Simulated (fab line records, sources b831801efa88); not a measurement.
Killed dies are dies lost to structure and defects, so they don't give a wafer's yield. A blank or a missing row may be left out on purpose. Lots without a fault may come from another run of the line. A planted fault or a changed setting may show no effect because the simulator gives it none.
Problem report in the 8D (eight disciplines) form, filled by code | flow sky130 | the parts of the form that need people (team, actions taken, sign-off) are left out

1. THE PROBLEM
PASSIVATION_CVD_02_THK at SKY_PASSIVATION_THK_MEAS_03 reads a mean of 436 nm on 6 wafers of 2 lots; wafers without a fault read 540 nm with a standard deviation of 7.4. That is -14 standard deviations from the usual mean.
First seen on wafer L746.3, day 49 13:22, on film_metro-04. The record holds 30 wafers of 10 lots with a number at this step. Rule for "out", or "out of limits": more than 4 standard deviations from the usual mean. The other wafers with a number count as sound.

2. WHAT IT IS AND WHAT IT IS NOT
question                    | is                           | is not
which readings at this step | PASSIVATION_CVD_02_THK       | -
which lots                  | L746, L748                   | L726, L731, L733, L734, L735, L737, L738, L742
which wafers of those lots  | all that have a number       | -
read on which gauges        | film_metro-02, film_metro-04 | film_metro-03
when                        | from day 49 13:22            | up to then (24 sound wafers)

3. SUSPECTS, AND WHAT RULES EACH OUT
Counting: a tool at a process step up to the reading stays a suspect if it ran every lot that is out and no sound lot after the first of them.
- the gauge at SKY_PASSIVATION_THK_MEAS_03: ruled out. The wafers that are out were read on 2 gauges (film_metro-02, film_metro-04).
- pecvd-04 at SKY_PASSIVATION_CVD_02 (deposits Si3N4, target thk 540 nm): kept. It ran every lot that is out, first L746 (day 49 13:07), and no sound lot after that; its last sound lot up to then is L738 (day 48 09:29).
Left after counting: pecvd-04 at SKY_PASSIVATION_CVD_02.

4. THE CAUSE (what the simulator had put in)
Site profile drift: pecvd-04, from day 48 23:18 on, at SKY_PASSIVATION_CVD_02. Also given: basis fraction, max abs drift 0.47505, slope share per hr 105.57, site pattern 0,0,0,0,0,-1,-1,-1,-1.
Counting left only this tool.

5. THE CHAIN OF EFFECTS, in route order
Each row: a reading whose mean over the struck wafers that have a number lies more than 3 standard deviations from the usual. Only readings for which the record gives a usual standard deviation are gone through. hours: the time from each lot's start at the first step in this table that gives one to its start at this step, as a median over the lots. sigmas: the change in usual standard deviations.
hours | step                        | reading                | usual      | on struck wafers | change | sigmas
0     | SKY_PASSIVATION_THK_MEAS_03 | PASSIVATION_CVD_02_THK | 540 nm     | 436              | -104   | -14
17    | SKY_PASSIVATION_ETCH_11     | oes_product_au         | 0.978 a.u. | 0.890            | -0.088 | -12
The process steps in it:
- SKY_PASSIVATION_ETCH_11: etches the open film in CF4/O2, stops on AlCu, target depth 725 nm, time 161.1 s.

6. WHAT WOULD HAVE CAUGHT IT SOONER
In this record the first reading out of limits at a measuring or inspecting step was taken at day 49 13:22, 14 hours after the fault began at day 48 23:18.
Of the tool readings at SKY_PASSIVATION_CVD_02 for which the record gives a usual standard deviation, none was out on any struck wafer, so an alarm limit of 4 standard deviations on them would not have fired.
Of the lots that are out (2), L748 began SKY_PASSIVATION_CVD_02 on pecvd-04 after day 49 13:22. A hold on the tool at that time would have spared it.
